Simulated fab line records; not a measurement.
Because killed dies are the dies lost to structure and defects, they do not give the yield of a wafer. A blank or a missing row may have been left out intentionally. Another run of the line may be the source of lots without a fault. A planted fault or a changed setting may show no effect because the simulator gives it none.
Chamber matching ; flow gf180mcu ; pecvd-04 running GF_MIM_CVD_05: 3 sister chambers
The step deposits Si3N4, target thk 42 nm, time 29.086 s. 6 wafers are shown with their chamber, then 7 later ones without.

## WAFERS, EACH WITH ITS CHAMBER
wafer;chamber;run length s (s);heater power w (W)
L711.5;0;57.6;579
L714.2;2;56.7;634
L714.6;1;55.3;648
L718.2;0;57.0;678
L728.1;2;56.5;654
L728.5;1;57.5;604

## WAFERS WITH NO CHAMBER GIVEN
wafer;run length s (s);heater power w (W)
L728.6;57.7;614
L729.1;56.9;727
L729.3;56.9;617
L729.6;57.0;602
L731.1;57.8;582
L731.2;56.7;678
L731.6;57.5;649

## CHAMBER TAKEN BY EACH
wafer;from the rows above;in truth
L728.6;can't be placed: 0 or 2 or 1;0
L729.1;can't be placed: 2 or 0 or 1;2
L729.3;can't be placed: 0 or 1 or 2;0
L729.6;can't be placed: 0 or 1 or 2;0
L731.1;can't be placed: 0 or 1 or 2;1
L731.2;can't be placed: 2 or 1 or 0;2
L731.6;can't be placed: 0 or 2 or 1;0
Correctly placed: 0 of 7. Unplaceable from these rows: 7, with the true chamber sitting among the candidates in 7. Number placed wrongly: 0.
How it was worked out, from the rows above alone: a wafer's distance from a chamber is the root of the sum, over the readings, of the square of ((its reading less the chamber's mean) divided by the reading's scatter). The wafer belongs to the nearest chamber; if the next one is less than 2 further off, it can't be placed. For every chamber, the mean is computed from those of its wafers that are shown. How the scatter is found: for the shown wafers, subtract from each reading the mean of its chamber, square and add these, divide the total by (wafers less chambers), then take the root.
